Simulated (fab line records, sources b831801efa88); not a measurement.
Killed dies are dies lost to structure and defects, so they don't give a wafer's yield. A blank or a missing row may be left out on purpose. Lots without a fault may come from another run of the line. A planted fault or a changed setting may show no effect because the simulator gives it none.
fab line records | flow gf180mcu
record lots=5 wafers=15 last_day=32
route steps=602 shown M3@409 V3@429
lots that met no fault: from a run of the same line without faults
start_h: hours from the record's first day to the start of the lot's first wafer shown | wait_h: hours since the lot's step before | " the same as in the row above | L1.1+2: a row that stands for several wafers | - no value, or no start given | * or withheld: withheld | < > ~ a bound
route shown NAME@n: a module of which the file shows steps, and the number in the route of the first | usual: mean/standard deviation of fault-free wafers | same: alike in all rows | chamber/n: place in a boat | sites: the reading at each site | _std_site: their standard deviation | _edge_site: outer sites' mean less inner sites' | radius_mm: how far each site lies from the wafer's centre | mask NAME#n: copy n | behind: the tool/chamber that last shaped the wafer | hold: why the lot was held/for how many hours/how that ended | device: the transistor (n, p or np) that didn't switch | end of line: the same wafers' tests at the end of the route | a step without rows: its recipe alone | killed: dies lost to structure and defects at the first sort, not the wafer's yield | map: a wafer's dies, x killed, . not, _ none there
set.NAME: the setting as run; set.NAME@STEP: as run at that earlier step | model.NAME: the simulator's own value behind a step, which no gauge read
lots at some steps of the route; a table a step, a row a wafer
services: from which hour (start_h, from the record's first day; less than 0 if before it) a tool's chamber was out of use, for how many hours, and why
## steps
# step GF_M3_SPUTTER_00
# recipe material=Ti target_thk_nm=37.5 arriving_ion_energy_ev=80 substrate_temp_c=200 chamber_pressure_pa=2 power_w=4000 time_s=154.7
# usual throttle_valve_pct=29.5/0.75
# columns lot.wafer tool chamber start_h wait_h throttle_valve_pct
L080.2 pvd_sputter-02 - 525.28 0.1 27.8
L080.3 " - " " 29.6
L080.4 " - " " 29.8
L084.1 pvd_sputter-04 - 555.07 0.2 30.6
L084.2 " - " " 30.5
L084.4 " - " " 29.5
L085.1 pvd_sputter-02 - 565.72 0.1 29.3
L085.2 " - " " 29.9
L085.4 " - " " 30.1
L088.3 pvd_sputter-04 - 589.68 0.1 30.0
L088.4 " - " " 30.5
L088.6 " - " " 30.2
L089.3 pvd_sputter-04 - 593.34 0.1 30.2
L089.4 " - " " 30.5
L089.6 " - " " 30.5
# step GF_M3_SPUTTER_01
# recipe material=TiN target_thk_nm=30 power_w=6500 time_s=25 chamber_pressure_pa=0.4
# usual throttle_valve_pct=29.6/0.74
# columns lot.wafer tool chamber start_h wait_h throttle_valve_pct
L080.2 pvd_sputter-02 - 525.38 0.1 28.1
L080.3 " - " " 29.5
L080.4 " - " " 29.9
L084.1 pvd_sputter-04 - 555.17 0.1 30.5
L084.2 " - " " 30.4
L084.4 " - " " 28.9
L085.1 pvd_sputter-02 - 565.82 0.1 29.6
L085.2 " - " " 29.9
L085.4 " - " " 30.2
L088.3 pvd_sputter-04 - 589.78 0.1 30.3
L088.4 " - " " 30.8
L088.6 " - " " 30.6
L089.3 pvd_sputter-04 - 593.44 0.1 30.1
L089.4 " - " " 30.6
L089.6 " - " " 30.3
# step GF_M3_SPUTTER_02
# recipe material=AlCu target_thk_nm=450 power_w=10600 time_s=23.9 chamber_pressure_pa=0.4
# usual throttle_valve_pct=29.6/0.75
# columns lot.wafer tool chamber start_h wait_h throttle_valve_pct
L080.2 pvd_sputter-02 - 525.41 0.0 28.1
L080.3 " - " " 29.9
L080.4 " - " " 29.5
L084.1 pvd_sputter-04 - 555.20 0.0 30.6
L084.2 " - " " 30.8
L084.4 " - " " 29.5
L085.1 pvd_sputter-02 - 565.85 0.0 29.4
L085.2 " - " " 29.6
L085.4 " - " " 30.4
L088.3 pvd_sputter-04 - 589.81 0.0 30.5
L088.4 " - " " 30.6
L088.6 " - " " 30.3
L089.3 pvd_sputter-04 - 593.47 0.0 30.2
L089.4 " - " " 30.6
L089.6 " - " " 30.4
# step GF_M3_SPUTTER_03
# recipe material=Ti target_thk_nm=10 substrate_temp_c=300 chamber_pressure_pa=0.3 power_w=3000 time_s=6.7
# usual throttle_valve_pct=29.6/0.73
# columns lot.wafer tool chamber start_h wait_h throttle_valve_pct
L080.2 pvd_sputter-02 - 525.44 0.0 27.9
L080.3 " - " " 29.9
L080.4 " - " " 29.6
L084.1 pvd_sputter-04 - 555.23 0.0 30.4
L084.2 " - " " 30.5
L084.4 " - " " 29.7
L085.1 pvd_sputter-02 - 565.88 0.0 29.5
L085.2 " - " " 29.8
L085.4 " - " " 30.0
L088.3 pvd_sputter-04 - 589.84 0.0 30.5
L088.4 " - " " 30.6
L088.6 " - " " 29.9
L089.3 pvd_sputter-04 - 593.50 0.0 30.1
L089.4 " - " " 30.7
L089.6 " - " " 30.3
# step GF_M3_SPUTTER_04
# recipe material=TiN target_thk_nm=50 power_w=6500 time_s=41.7 chamber_pressure_pa=0.4
# usual throttle_valve_pct=29.5/0.73
# columns lot.wafer tool chamber start_h wait_h throttle_valve_pct
L080.2 pvd_sputter-02 - 525.46 0.0 28.2
L080.3 " - " " 29.6
L080.4 " - " " 30.1
L084.1 pvd_sputter-04 - 555.25 0.0 30.4
L084.2 " - " " 30.8
L084.4 " - " " 29.3
L085.1 pvd_sputter-02 - 565.90 0.0 29.5
L085.2 " - " " 29.6
L085.4 " - " " 30.1
L088.3 pvd_sputter-04 - 589.86 0.0 30.3
L088.4 " - " " 30.6
L088.6 " - " " 30.2
L089.3 pvd_sputter-04 - 593.52 0.0 30.4
L089.4 " - " " 30.3
L089.6 " - " " 30.5
# step GF_M3_RS_MEAS_05
# recipe thk_meas_gauge=four-point-probe reads=TiN_of_M3_SPUTTER_04+Ti_of_M3_SPUTTER_03+AlCu_of_M3_SPUTTER_02+TiN_of_M3_SPUTTER_01+Ti_of_M3_SPUTTER_00
# usual M3_ALCU_RS=0.0691/0.00068
# columns lot.wafer tool chamber start_h wait_h M3_ALCU_RS[ohm/sq]
L080.2 film_metro-03 - 525.52 0.0 0.0693
L080.3 " - " " 0.0687
L080.4 " - " " 0.0687
L084.1 film_metro-04 - 555.29 0.0 0.0694
L084.2 " - " " 0.0680
L084.4 " - " " 0.0691
L085.1 film_metro-04 - 565.94 0.0 0.0692
L085.2 " - " " 0.0695
L085.4 " - " " 0.0693
L088.3 film_metro-03 - 589.94 0.1 0.0694
L088.4 " - " " 0.0686
L088.6 " - " " 0.0692
L089.3 film_metro-01 - 593.60 0.1 0.0693
L089.4 " - " " 0.0690
L089.6 " - " " 0.0689
# step GF_M3_THK_MEAS_06
# recipe thk_meas_gauge=xrf reads=AlCu_of_M3_SPUTTER_02
# usual M3_ALCU_THK=460/4.8
# columns lot.wafer tool chamber start_h wait_h M3_ALCU_THK[nm]
L080.2 film_metro-03 - 525.63 0.1 457
L080.3 " - " " 464
L080.4 " - " " 461
L084.1 film_metro-04 - 555.41 0.1 460
L084.2 " - " " 471
L084.4 " - " " 465
L085.1 film_metro-04 - 566.06 0.1 464
L085.2 " - " " 460
L085.4 " - " " 464
L088.3 film_metro-03 - 590.04 0.1 459
L088.4 " - " " 462
L088.6 " - " " 457
L089.3 film_metro-01 - 593.70 0.1 462
L089.4 " - " " 465
L089.6 " - " " 467
# step GF_M3_DEHYDRATE_07
# recipe temp_c=200 time_s=60
# columns lot.wafer tool chamber start_h wait_h
L080.2+3+4 litho_track-02 0 536.53 10.9
L084.1+2+4 litho_track-04 0 565.41 10.0
L085.1+2+4 litho_track-04 0 576.46 10.4
L088.3+4+6 litho_track-01 0 600.90 10.8
L089.3+4+6 litho_track-04 0 603.66 10.0
# step GF_M3_HMDS_08
# recipe prime_time_s=60 prime_temp_c=120
# columns lot.wafer tool chamber start_h wait_h
L080.2+3+4 litho_track-02 0 536.68 0.1
L084.1+2+4 litho_track-04 0 565.56 0.1
L085.1+2+4 litho_track-04 0 576.61 0.1
L088.3+4+6 litho_track-01 0 601.05 0.1
L089.3+4+6 litho_track-04 0 603.81 0.1
# step GF_M3_COAT_09
# recipe resist=KrF spin_rpm=withheld resist_thk_nm=1000
# columns lot.wafer tool chamber start_h wait_h
L080.2+3+4 litho_track-02 0 536.83 0.1
L084.1+2+4 litho_track-04 0 565.71 0.1
L085.1+2+4 litho_track-04 0 576.76 0.1
L088.3+4+6 litho_track-01 0 601.20 0.1
L089.3+4+6 litho_track-04 0 603.96 0.1
# step GF_M3_SOFTBAKE_10
# recipe temp_c=130 time_s=60 resist=KrF
# columns lot.wafer tool chamber start_h wait_h
L080.2+3+4 litho_track-02 0 536.98 0.1
L084.1+2+4 litho_track-04 0 565.86 0.1
L085.1+2+4 litho_track-04 0 576.91 0.1
L088.3+4+6 litho_track-01 0 601.35 0.1
L089.3+4+6 litho_track-04 0 604.11 0.1
# step GF_M3_EXPOSE_11
# recipe mask_id=Metal3 target_cd_nm=280 na=0.68 source_shape=conventional sigma_outer=0.6 dose_mj=28
# usual exposure_dose_mJ_cm2=27.957/0.029
# columns lot.wafer tool chamber start_h wait_h mask exposure_dose_mJ_cm2
L080.2 krf_scanner-02 0 - - Metal3#0 27.997
L080.3 " 0 " " Metal3#0 27.950
L080.4 " 0 " " Metal3#0 27.962
L084.1 krf_scanner-01 0 - - Metal3#0 27.947
L084.2 " 0 " " Metal3#0 27.964
L084.4 " 0 " " Metal3#0 27.922
L085.1 krf_scanner-02 0 - - Metal3#0 27.921
L085.2 " 0 " " Metal3#0 27.913
L085.4 " 0 " " Metal3#0 27.908
L088.3 krf_scanner-02 0 - - Metal3#0 27.957
L088.4 " 0 " " Metal3#0 27.941
L088.6 " 0 " " Metal3#0 27.999
L089.3 krf_scanner-01 0 - - Metal3#0 27.949
L089.4 " 0 " " Metal3#0 27.934
L089.6 " 0 " " Metal3#0 27.976
# step GF_M3_PEB_12
# recipe peb_temp_c=135 peb_time_s=90 resist=KrF
# same peb_time_s=90
# columns lot.wafer tool chamber start_h wait_h
L080.2+3+4 litho_track-01 0 - -
L084.1+2+4 litho_track-02 0 - -
L085.1+2+4 litho_track-01 0 - -
L088.3+4+6 litho_track-02 0 - -
L089.3+4+6 litho_track-04 0 - -
# step GF_M3_DEVELOP_13
# recipe develop_time_s=60 dev_temp_c=21
# columns lot.wafer tool chamber start_h wait_h
L080.2+3+4 litho_track-01 0 547.52 0.2
L084.1+2+4 litho_track-02 0 577.20 0.2
L085.1+2+4 litho_track-01 0 587.40 0.2
L088.3+4+6 litho_track-02 0 610.70 0.1
L089.3+4+6 litho_track-04 0 614.36 0.1
# step GF_M3_CD_MEAS_14
# recipe target_cd_nm=280
# usual cd_nm=280.1/1.1
# columns lot.wafer tool chamber start_h wait_h cd_nm
L080.2 cd_sem-01 - 547.67 0.1 279.0
L080.3 " - " " 278.7
L080.4 " - " " 279.7
L084.1 cd_sem-02 - 577.45 0.2 279.9
L084.2 " - " " 281.5
L084.4 " - " " 281.9
L085.1 cd_sem-02 - 587.55 0.1 281.2
L085.2 " - " " 280.3
L085.4 " - " " 279.7
L088.3 cd_sem-01 - 610.84 0.1 280.1
L088.4 " - " " 278.9
L088.6 " - " " 279.4
L089.3 cd_sem-01 - 614.50 0.1 281.4
L089.4 " - " " 280.2
L089.6 " - " " 279.1
# step GF_M3_OVL_MEAS_15
# usual M3_OVL=0/5.8
# columns lot.wafer tool chamber start_h wait_h M3_OVL[nm]
L080.2 overlay-02 - 547.78 0.1 4
L080.3 " - " " 4
L080.4 " - " " -3
L084.1 overlay-02 - 577.57 0.1 2
L084.2 " - " " 3
L084.4 " - " " 8
L085.1 overlay-02 - 587.67 0.1 -9
L085.2 " - " " -8
L085.4 " - " " -6
L088.3 overlay-02 - 610.93 0.1 9
L088.4 " - " " -2
L088.6 " - " " 3
L089.3 overlay-01 - 614.59 0.1 -2
L089.4 " - " " 6
L089.6 " - " " -4
# step GF_M3_METAL_ETCH_16
# recipe chemistry=Cl2/BCl3 mask_material=KrF target_depth_nm=627.5 stop_on=SiO2 pressure_mtorr=8 icp_w=800 bias_w=140 Cl2_flow_sccm=80 bcl3_flow_sccm=40 time_s=104.6
# usual chamber_pressure_mTorr=8.000/0.0072 drypump_motor_current_A=5.43/0.28 oes_product_au=0.976/0.0059 rf_fwd_power_W=795/3.2 throttle_valve_pct=28.245/0.011
# columns lot.wafer tool chamber start_h wait_h chamber_pressure_mTorr drypump_motor_current_A oes_product_au rf_fwd_power_W rf_hours_counter_h throttle_valve_pct
L080.2 rie_metal-02 0 547.84 0.1 8.014 5.25 0.978 796 - 28.244
L080.3 " 0 " " 7.999 5.26 0.981 796 - 28.254
L080.4 " 0 " " 8.008 5.26 0.974 797 - 28.253
L084.1 rie_metal-02 1 577.60 0.0 8.010 5.68 0.974 794 1 28.252
L084.2 " 1 " " 7.990 5.69 0.993 792 - 28.223
L084.4 " 1 " " 8.008 5.67 0.975 794 - 28.256
L085.1 rie_metal-03 1 587.70 0.0 8.003 5.67 0.979 797 3 28.249
L085.2 " 0 " " 7.997 5.66 0.969 798 10 28.245
L085.4 " 0 " " 8.006 5.66 0.977 798 - 28.231
L088.3 rie_metal-01 0 610.99 0.1 8.006 5.59 0.979 797 - 28.247
L088.4 " 1 " " 7.991 4.89 0.982 795 - 28.232
L088.6 " 1 " " 8.011 4.92 0.978 793 - 28.251
L089.3 rie_metal-03 1 614.66 0.1 7.986 5.68 0.981 793 - 28.251
L089.4 " 0 " " 7.999 5.66 0.979 794 - 28.246
L089.6 " 1 " " 7.990 5.62 0.972 798 - 28.239
# step GF_M3_STRIP_17
# recipe chemistry=O2/N2 power_w=1400 pressure_mtorr=1500 platen_temp_c=250 o2_flow_sccm=3000 n2_flow_sccm=300 overash_fraction=0.5
# usual chamber_pressure_mTorr=1500.0/1.5 drypump_motor_current_A=5.69/0.14 heater_power_w=313/37 oes_product_au=0.558/0.005 strip_time_to_endpoint_s=7.87/0.052
# columns lot.wafer tool chamber start_h wait_h chamber_pressure_mTorr drypump_motor_current_A heater_power_w oes_product_au rf_hours_counter_h strip_time_to_endpoint_s
L080.2 plasma_asher-03 0 548.03 0.1 1497.7 5.83 359 0.557 12 7.86
L080.3 " 0 " " 1499.5 5.79 362 0.555 - 7.84
L080.4 " 1 " " 1500.7 5.70 272 0.560 - 7.89
L084.1 plasma_asher-04 1 577.83 0.2 1500.0 5.56 349 0.561 49 7.89
L084.2 " 0 " " 1502.6 5.43 269 0.554 49 7.87
L084.4 " 1 " " 1499.8 5.55 353 0.552 - 7.93
L085.1 plasma_asher-01 0 587.82 0.1 1498.9 5.72 299 0.556 85 7.85
L085.2 " 1 " " 1502.4 5.86 328 0.553 85 7.83
L085.4 " 1 " " 1499.1 5.87 325 0.550 - 7.79
L088.3 plasma_asher-03 0 611.10 0.1 1499.5 5.78 360 0.553 - 7.78
L088.4 " 1 " " 1498.3 5.71 267 0.548 - 7.89
L088.6 " 1 " " 1499.1 5.67 275 0.556 - 7.84
L089.3 plasma_asher-01 1 614.76 0.1 1500.7 5.87 334 0.552 - 7.84
L089.4 " 0 " " 1502.3 5.75 301 0.551 - 7.87
L089.6 " 0 " " 1499.4 5.78 300 0.562 - 7.83
# step GF_M3_STRIP_18
# recipe chemistry=post_etch_residue_remover time_s=1200 temp_c=72.5
# columns lot.wafer tool chamber start_h wait_h
L080.2+3+4 wet_bench-04 2 548.13 0.1
L084.1+2+4 wet_bench-04 1 577.93 0.1
L085.1+2+4 wet_bench-04 3 587.92 0.1
L088.3+4+6 wet_bench-03 3 611.17 0.0
L089.3+4+6 wet_bench-03 0 614.83 0.0
# step GF_M3_CLEAN_19
# recipe chemistry=DIW dry=n2_spin
# columns lot.wafer tool chamber start_h wait_h
L080.2+3+4 wet_bench-03 3 548.47 0.0
L084.1+2+4 wet_bench-02 2 578.30 0.0
L085.1+2+4 wet_bench-03 3 588.26 0.0
L088.3+4+6 wet_bench-04 2 611.54 0.0
L089.3+4+6 wet_bench-02 0 615.17 0.0
# step GF_V3_CVD_00
# recipe material=SiO2 target_thk_nm=600 sigma_open_frac=0.3 temp_c=400 time_s=100 sih4_flow_sccm=60 pressure_mtorr=6
# usual susceptor_temp_C=400.01/0.21
# columns lot.wafer tool chamber start_h wait_h susceptor_temp_C
L080.2 hdpcvd-02 2 548.56 0.0 399.64
L080.3 " 0 " " 399.88
L080.4 " 0 " " 399.96
L084.1 hdpcvd-01 0 578.39 0.0 399.88
L084.2 " 2 " " 399.97
L084.4 " 0 " " 400.11
L085.1 hdpcvd-01 0 588.35 0.0 399.83
L085.2 " 2 " " 400.05
L085.4 " 0 " " 399.64
L088.3 hdpcvd-02 1 611.64 0.0 400.43
L088.4 " 1 " " 399.64
L088.6 " 0 " " 399.89
L089.3 hdpcvd-01 0 615.26 0.0 400.06
L089.4 " 1 " " 399.94
L089.6 " 0 " " 400.06
# step GF_V3_THK_MEAS_01
# recipe reads=SiO2_of_V3_CVD_00
# usual V3_CVD_00_THK=596/5.5
# columns lot.wafer tool chamber start_h wait_h V3_CVD_00_THK[nm]
L080.2 film_metro-03 - 548.65 0.0 592
L080.3 " - " " 597
L080.4 " - " " 600
L084.1 film_metro-02 - 578.46 0.0 593
L084.2 " - " " 592
L084.4 " - " " 596
L085.1 film_metro-02 - 588.42 0.0 598
L085.2 " - " " 594
L085.4 " - " " 589
L088.3 film_metro-02 - 611.73 0.1 594
L088.4 " - " " 597
L088.6 " - " " 590
L089.3 film_metro-01 - 615.36 0.1 594
L089.4 " - " " 600
L089.6 " - " " 597
# step GF_V3_CVD_02
# recipe material=SiO2 target_thk_nm=850 precursor=TEOS temp_c=400 time_s=94.851 rf_w=600
# usual heater_power_w=668/120 rf_fwd_power_W=596.2/2.1 susceptor_temp_C=400.01/0.18
# columns lot.wafer tool chamber start_h wait_h heater_power_w rf_fwd_power_W susceptor_temp_C
L080.2 pecvd-03 2 548.70 0.0 899 593.8 400.18
L080.3 " 0 " " 719 598.5 400.39
L080.4 " 2 " " 747 593.2 400.00
L084.1 pecvd-01 0 578.52 0.1 466 597.6 400.05
L084.2 " 1 " " 738 596.8 399.68
L084.4 " 0 " " 495 597.4 399.90
L085.1 pecvd-01 2 588.48 0.1 485 597.6 400.25
L085.2 " 1 " " 694 596.6 399.78
L085.4 " 2 " " 529 598.3 400.07
L088.3 pecvd-01 0 611.77 0.0 472 596.6 400.02
L088.4 " 1 " " 685 595.6 399.87
L088.6 " 2 " " 421 594.1 400.14
L089.3 pecvd-02 2 615.40 0.0 556 594.5 400.03
L089.4 " 0 " " 625 599.2 400.10
L089.6 " 2 " " 617 594.2 400.46
# step GF_V3_THK_MEAS_03
# recipe reads=SiO2_of_V3_CVD_02
# usual V3_CVD_02_THK=853/10
# columns lot.wafer tool chamber start_h wait_h V3_CVD_02_THK[nm]
L080.2 film_metro-02 - 548.77 0.0 838
L080.3 " - " " 850
L080.4 " - " " 854
L084.1 film_metro-02 - 578.59 0.0 853
L084.2 " - " " 858
L084.4 " - " " 866
L085.1 film_metro-02 - 588.55 0.0 840
L085.2 " - " " 852
L085.4 " - " " 849
L088.3 film_metro-01 - 611.86 0.1 842
L088.4 " - " " 854
L088.6 " - " " 847
L089.3 film_metro-03 - 615.49 0.1 844
L089.4 " - " " 856
L089.6 " - " " 860
# step GF_V3_CMP_04
# recipe material=SiO2 down_force_psi=4 platen_rpm=60 pad_velocity_m_s=0.94248
# usual motor_current_A=11.9/1 time_to_endpoint_s=82/5.3
# columns lot.wafer tool chamber start_h wait_h motor_current_A time_to_endpoint_s
L080.3 cmp-02 3 548.82 0.0 13.6 83
L080.4 " 1 " " 12.4 80
L080.2 " 2 " " 11.8 77
L084.1 cmp-02 1 578.65 0.1 12.6 81
L084.2 " 2 " " 11.9 87
L084.4 " 0 " " 12.4 88
L085.1 cmp-01 3 588.61 0.1 11.2 74
L085.2 " 1 " " 12.1 80
L085.4 " 2 " " 9.8 81
L088.3 cmp-02 3 611.90 0.0 12.6 82
L088.4 " 2 " " 11.7 88
L088.6 " 3 " " 12.4 86
L089.3 cmp-01 3 615.53 0.0 11.1 78
L089.4 " 2 " " 9.7 87
L089.6 " 0 " " 12.1 84
# step GF_V3_BOW_MEAS_05
# recipe mode=bow
# usual V3_BOW=119/9.4
# columns lot.wafer tool chamber start_h wait_h V3_BOW[um]
L080.2 film_metro-03 - 549.14 0.1 121
L080.3 " - " " 112
L080.4 " - " " 117
L084.1 film_metro-03 - 578.95 0.2 115
L084.2 " - " " 110
L084.4 " - " " 113
L085.1 film_metro-03 - 588.91 0.2 114
L085.2 " - " " 108
L085.4 " - " " 102
L088.3 film_metro-01 - 612.24 0.3 117
L088.4 " - " " 132
L088.6 " - " " 121
L089.3 film_metro-03 - 615.87 0.3 114
L089.4 " - " " 116
L089.6 " - " " 125
# step GF_V3_DEHYDRATE_06
# recipe temp_c=200 time_s=60
# columns lot.wafer tool chamber start_h wait_h
L080.2+3+4 litho_track-04 0 559.94 10.8
L084.1+2+4 litho_track-01 0 588.25 9.3
L085.1+2+4 litho_track-01 0 599.75 10.8
L088.3+4+6 litho_track-04 0 622.51 10.2
L089.3+4+6 litho_track-01 0 625.75 9.9
# step GF_V3_HMDS_07
# recipe prime_time_s=60 prime_temp_c=120
# columns lot.wafer tool chamber start_h wait_h
L080.2+3+4 litho_track-04 0 560.09 0.1
L084.1+2+4 litho_track-01 0 588.40 0.1
L085.1+2+4 litho_track-01 0 599.90 0.1
L088.3+4+6 litho_track-04 0 622.66 0.1
L089.3+4+6 litho_track-01 0 625.90 0.1
# step GF_V3_COAT_08
# recipe resist=BARC temp_c=withheld time_s=withheld spin_rpm=withheld resist_thk_nm=withheld
# columns lot.wafer tool chamber start_h wait_h
L080.2+3+4 litho_track-04 0 560.24 0.1
L084.1+2+4 litho_track-01 0 588.55 0.1
L085.1+2+4 litho_track-01 0 600.05 0.1
L088.3+4+6 litho_track-04 0 622.81 0.1
L089.3+4+6 litho_track-01 0 626.05 0.1
# step GF_V3_COAT_09
# recipe resist=KrF spin_rpm=withheld resist_thk_nm=1000
# columns lot.wafer tool chamber start_h wait_h
L080.2+3+4 litho_track-04 0 - -
L084.1+2+4 litho_track-01 0 - -
L085.1+2+4 litho_track-01 0 - -
L088.3+4+6 litho_track-04 0 - -
L089.3+4+6 litho_track-01 0 - -
# step GF_V3_SOFTBAKE_10
# recipe temp_c=130 time_s=60 resist=KrF
# columns lot.wafer tool chamber start_h wait_h
L080.2+3+4 litho_track-04 0 - -
L084.1+2+4 litho_track-01 0 - -
L085.1+2+4 litho_track-01 0 - -
L088.3+4+6 litho_track-04 0 - -
L089.3+4+6 litho_track-01 0 - -
# step GF_V3_EXPOSE_11
# recipe mask_id=Via3 target_cd_nm=260 na=0.68 source_shape=conventional sigma_outer=0.6 dose_mj=38
# usual exposure_dose_mJ_cm2=37.95/0.038
# columns lot.wafer tool chamber start_h wait_h mask exposure_dose_mJ_cm2
L080.2 krf_scanner-01 0 - - Via3#0 37.98
L080.3 " 0 " " Via3#0 37.96
L080.4 " 0 " " Via3#0 37.94
L084.1 krf_scanner-01 0 - - Via3#0 37.97
L084.2 " 0 " " Via3#0 37.99
L084.4 " 0 " " Via3#0 37.97
L085.1 krf_scanner-02 0 - - Via3#0 37.96
L085.2 " 0 " " Via3#0 37.95
L085.4 " 0 " " Via3#0 37.96
L088.3 krf_scanner-02 0 - - Via3#0 37.96
L088.4 " 0 " " Via3#0 38.00
L088.6 " 0 " " Via3#0 38.04
L089.3 krf_scanner-01 0 - - Via3#0 37.95
L089.4 " 0 " " Via3#0 37.98
L089.6 " 0 " " Via3#0 37.96
# step GF_V3_PEB_12
# recipe peb_temp_c=135 peb_time_s=90 resist=KrF
# same peb_time_s=90
# columns lot.wafer tool chamber start_h wait_h
L080.2+3+4 litho_track-03 0 - -
L084.1+2+4 litho_track-03 0 - -
L085.1+2+4 litho_track-03 0 - -
L088.3+4+6 litho_track-01 0 - -
L089.3+4+6 litho_track-03 0 - -
# step GF_V3_DEVELOP_13
# recipe develop_time_s=60 resist=KrF dev_temp_c=21
# columns lot.wafer tool chamber start_h wait_h
L080.2+3+4 litho_track-03 0 571.10 0.2
L084.1+2+4 litho_track-03 0 600.18 0.2
L085.1+2+4 litho_track-03 0 610.03 0.2
L088.3+4+6 litho_track-01 0 632.45 0.1
L089.3+4+6 litho_track-03 0 635.88 0.1
# step GF_V3_CD_MEAS_14
# recipe target_cd_nm=260
# usual cd_nm=259.6/1.3
# columns lot.wafer tool chamber start_h wait_h cd_nm
L080.2 cd_sem-02 - 571.25 0.1 259.9
L080.3 " - " " 261.4
L080.4 " - " " 260.1
L084.1 cd_sem-02 - 600.33 0.1 258.8
L084.2 " - " " 259.1
L084.4 " - " " 259.2
L085.1 cd_sem-01 - 610.18 0.1 258.6
L085.2 " - " " 257.4
L085.4 " - " " 257.0
L088.3 cd_sem-02 - 632.59 0.1 259.0
L088.4 " - " " 259.6
L088.6 " - " " 259.9
L089.3 cd_sem-02 - 636.02 0.1 258.2
L089.4 " - " " 259.3
L089.6 " - " " 258.7
# step GF_V3_OVL_MEAS_15
# usual V3_OVL=1/7.1
# columns lot.wafer tool chamber start_h wait_h V3_OVL[nm]
L080.2 overlay-02 - 571.35 0.1 -7
L080.3 " - " " 2
L080.4 " - " " 9
L084.1 overlay-01 - 600.45 0.1 11
L084.2 " - " " 0
L084.4 " - " " -5
L085.1 overlay-01 - 610.30 0.1 -4
L085.2 " - " " -11
L085.4 " - " " -11
L088.3 overlay-02 - 632.68 0.1 6
L088.4 " - " " 0
L088.6 " - " " 1
L089.3 overlay-02 - 636.11 0.1 -1
L089.4 " - " " -6
L089.6 " - " " -7
# step GF_V3_ETCH_16
# recipe chemistry=N2/H2 target_depth_a=withheld overetch_a=withheld time_s=withheld target=BARC ion_energy_ev=200 source_w=500 bias_w=100 pressure_mtorr=30 n2_flow_sccm=100 h2_flow_sccm=200
# usual chamber_pressure_mTorr=29.999/0.029 drypump_motor_current_A=5.7/0.37 h2_flow_sccm=200.0/0.62 oes_product_au=0.854/0.0051 rf_fwd_power_W=494.4/2.2 throttle_valve_pct=13.224/0.0093
# columns lot.wafer tool chamber start_h wait_h chamber_pressure_mTorr drypump_motor_current_A h2_flow_sccm oes_product_au rf_fwd_power_W throttle_valve_pct
L080.2 rie_diel-02 1 571.38 0.0 30.021 5.7 199.3 0.850 496.3 13.241
L080.3 " 0 " " 30.024 6.1 199.9 0.862 494.1 13.224
L080.4 " 3 " " 29.950 5.9 200.0 0.855 498.8 13.226
L084.1 rie_diel-02 2 600.48 0.0 29.980 5.9 199.1 0.849 495.4 13.216
L084.2 " 0 " " 29.966 6.1 199.5 0.854 496.6 13.227
L084.4 " 1 " " 29.993 5.8 200.3 0.853 493.5 13.233
L085.1 rie_diel-01 1 610.33 0.0 29.989 5.5 200.5 0.852 495.8 13.235
L085.2 " 2 " " 30.026 5.6 199.8 0.847 496.9 13.218
L085.4 " 2 " " 30.064 5.5 200.4 0.849 496.3 13.223
L088.3 rie_diel-01 1 632.70 0.0 30.012 5.5 200.6 0.850 496.5 13.237
L088.4 " 2 " " 30.049 5.6 200.0 0.857 495.0 13.197
L088.6 " 1 " " 30.016 5.5 200.2 0.835 496.2 13.225
L089.3 rie_diel-03 3 636.13 0.0 30.004 5.0 200.6 0.852 494.2 13.222
L089.4 " 3 " " 29.991 5.0 200.3 0.852 496.4 13.232
L089.6 " 2 " " 29.967 5.4 200.6 0.854 491.1 13.224
# step GF_V3_ETCH_17
# recipe chemistry=C4F8/O2/Ar mask_material=KrF target=SiO2 stop_on=TiN source_w=1500 bias_w=1200 pressure_mtorr=40 c4f8_flow_sccm=withheld O2_flow_sccm=6 Ar_flow_sccm=300 time_s=withheld target_depth_a=6350
# usual chamber_pressure_mTorr=40.00/0.042 oes_product_au=0.856/0.0043 rf_fwd_power_W=1492/4.8
# columns lot.wafer tool chamber start_h wait_h chamber_pressure_mTorr oes_product_au rf_fwd_power_W
L080.2 rie_diel-02 1 - - 40.02 0.851 1489
L080.3 " 0 " " 39.93 0.852 1498
L080.4 " 3 " " 40.08 0.854 1495
L084.1 rie_diel-02 2 - - 40.01 0.854 1492
L084.2 " 0 " " 39.96 0.855 1498
L084.4 " 1 " " 40.07 0.853 1489
L085.1 rie_diel-01 1 - - 39.97 0.853 1491
L085.2 " 2 " " 40.03 0.852 1489
L085.4 " 2 " " 39.98 0.860 1489
L088.3 rie_diel-01 1 - - 40.02 0.847 1492
L088.4 " 2 " " 39.99 0.851 1497
L088.6 " 1 " " 39.97 0.862 1492
L089.3 rie_diel-03 3 - - 39.97 0.852 1493
L089.4 " 3 " " 39.99 0.850 1496
L089.6 " 2 " " 40.06 0.854 1484
## services
# columns tool chamber start_h hours kind
krf_scanner-02 - 503.98 0.8 pm
krf_scanner-02 - 505.59 1.0 pm
pvd_sputter-02 - 509.57 7.5 repair
pvd_sputter-04 - 513.08 6.4 repair
hdpcvd-01 - 519.13 1.0 repair
krf_scanner-01 - 522.62 1.0 pm
hdpcvd-01 - 524.60 14.6 pm
rie_diel-02 2 527.16 8.1 repair
krf_scanner-01 - 527.85 1.3 pm
pvd_sputter-02 - 538.51 15.4 repair
hdpcvd-01 - 539.25 15.0 pm
rie_diel-01 2 543.90 1.3 repair
rie_diel-01 3 556.15 5.2 repair
krf_scanner-01 - 559.06 1.2 repair
krf_scanner-02 - 559.07 2.5 repair
krf_scanner-01 - 575.05 0.8 pm
rie_diel-01 0 586.39 27.2 repair
pecvd-01 - 591.12 14.0 pm
rie_diel-02 - 597.28 2.8 pm
krf_scanner-02 - 607.05 1.3 pm
rie_diel-01 1 612.87 10.1 repair
krf_scanner-01 - 622.16 4.0 pm
pvd_sputter-02 - 626.18 3.9 repair
pvd_sputter-02 - 628.41 2.7 repair
## key
fault none
